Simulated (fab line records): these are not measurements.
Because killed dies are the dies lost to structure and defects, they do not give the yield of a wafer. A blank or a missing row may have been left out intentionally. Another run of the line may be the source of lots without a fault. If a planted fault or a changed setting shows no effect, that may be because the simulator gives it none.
Comparing a struck lot with a sound one    flow sky130    15 steps out of a route of 708
Sound: these wafers, L230.3, L230.4, L230.5. Struck: wafers L225.3, L225.4, L225.5. The cause comes at the end.
For every step that has rows: the tool of each side, followed by ch and its chambers, followed by its first start. Under that, the readings that differ: sound wafers    struck wafers    difference of the means    sigmas: that difference in standard deviations of wafers without a fault.
alike: readings with means less than 2 such deviations apart, plus words and numbers identical on both sides. not compared: withheld readings, readings lacking a value on some wafer, bounds such as >300 that could conceal the same value, and numbers that have no deviation in the record and whose values overlap.
Wherever a step has rows on one side only, a row that says differs or no value, or a row with sigmas, the two part there. When numbers do not overlap yet have no deviation, they are printed without sigmas and do not part them. A reading missing from all wafers of one side parts the sides only when that side holds two or more wafers.

first, 8 steps without rows for these wafers: SKY_METAL4_DEHYDRATE_05 (time 60 s); SKY_METAL4_HMDS_06 (prime time 60 s); SKY_METAL4_COAT_07 (resist thk 60 nm); SKY_METAL4_COAT_08 (resist thk 1140 nm); SKY_METAL4_SOFTBAKE_09 (time 90 s); SKY_METAL4_EXPOSE_10 (exposes mask MM4, target cd 300 nm); SKY_METAL4_PEB_11; SKY_METAL4_DEVELOP_12 (develop time 60 s).
SKY_METAL4_CD_MEAS_13: target cd 300 nm.
  sound on cd_sem-01 at day 47 04:47; struck on cd_sem-01 at day 45 04:20
  alike: cd_nm
SKY_METAL4_OVL_MEAS_14:
  sound on overlay-02 at day 47 04:53; struck on overlay-02 at day 45 04:26
  alike: METAL4_OVL
SKY_METAL4_DESCUM_15: chemistry O2, time 8 s.
  sound on rie_metal-01 ch 0,1, day 47 04:55; struck on rie_metal-02 ch 0,1, day 45 04:28
  alike: drypump_motor_current_A, oes_product_au
  not compared: rf_hours_counter_h
SKY_METAL4_ETCH_16: etches BARC in N2/H2, stops on SiO2, time 88.2 s, target depth 60 nm.
  sound on rie_metal-01 ch 0,1, day 47 04:58; struck on rie_metal-02 ch 0,1, day 45 04:31
  alike: bias_w, chamber_pressure_mTorr, drypump_motor_current_A, h2_flow_sccm, oes_product_au, throttle_valve_pct
  not compared: rf_hours_counter_h
SKY_METAL4_ETCH_17: etches SiO2 in C4F8/O2/Ar, stops on TiN, time 3.9 s, target depth 15 nm.
  sound on rie_diel-03 ch 0,2,3, day 47 05:02; struck on rie_diel-03 ch 1,2,3, day 45 04:35
  no value came back on the struck wafers for bias_w (W), chamber_pressure_mTorr (mTorr), oes_product_au (a.u.); on the sound wafers bias_w (W) reads 1197 1198 1194
  not compared: rf_hours_counter_h
SKY_METAL4_METAL_ETCH_18: etches the open film in Cl2/BCl3, stops on SiO2, target depth 845 nm, time 183.1 s.
  sound on rie_metal-04 ch 0,1, day 47 05:07; struck on rie_metal-04 ch 0,1, day 45 04:40
  alike: bcl3_flow_sccm, bias_w, drypump_motor_current_A, oes_product_au, throttle_valve_pct
  not compared: rf_hours_counter_h
-- the record jumps here: 4 days lie between the struck wafers' starts before and after (it left off in module METAL4 and takes up again in module PAD_OPEN, whose first step shown is number 708 of the route) --
SKY_PAD_OPEN_PROBE_99:
  sound on prober-02 at day 50 10:28; struck on prober-01 at day 48 17:03
reading                   sound  struck          difference  sigmas
defect_limited_yield (%)  82.5   0 0 0           -82         -46
killed_at_M4_up           2      405 404 402     +402        +99 or more
killed_at_contacts        31     16 25 21        -10         -2
killed_at_front_end       9      21 24 23        +14         +3
killed_dies               86     492 492 492     +406        +45
killed_on_rim             18     96 96 96        +78         +21
sort_bin_5_function (%)   10.6   93.1 92.7 92.9  +82.3       +59
sort_n_pass               406    0 0 0           -406        -45
sort_yield_pct (%)        82.5   0 0 0           -82         -46
  alike: killed_at_M0_to_M3, killed_at_other, killed_open, killed_short, sort_bin_3_pad_short, sort_bin_6_memory

## WHERE THEY PART
Last at SKY_PAD_OPEN_PROBE_99 as far as this record goes, first at SKY_METAL4_ETCH_17.

WHY: what had been put in by the simulator
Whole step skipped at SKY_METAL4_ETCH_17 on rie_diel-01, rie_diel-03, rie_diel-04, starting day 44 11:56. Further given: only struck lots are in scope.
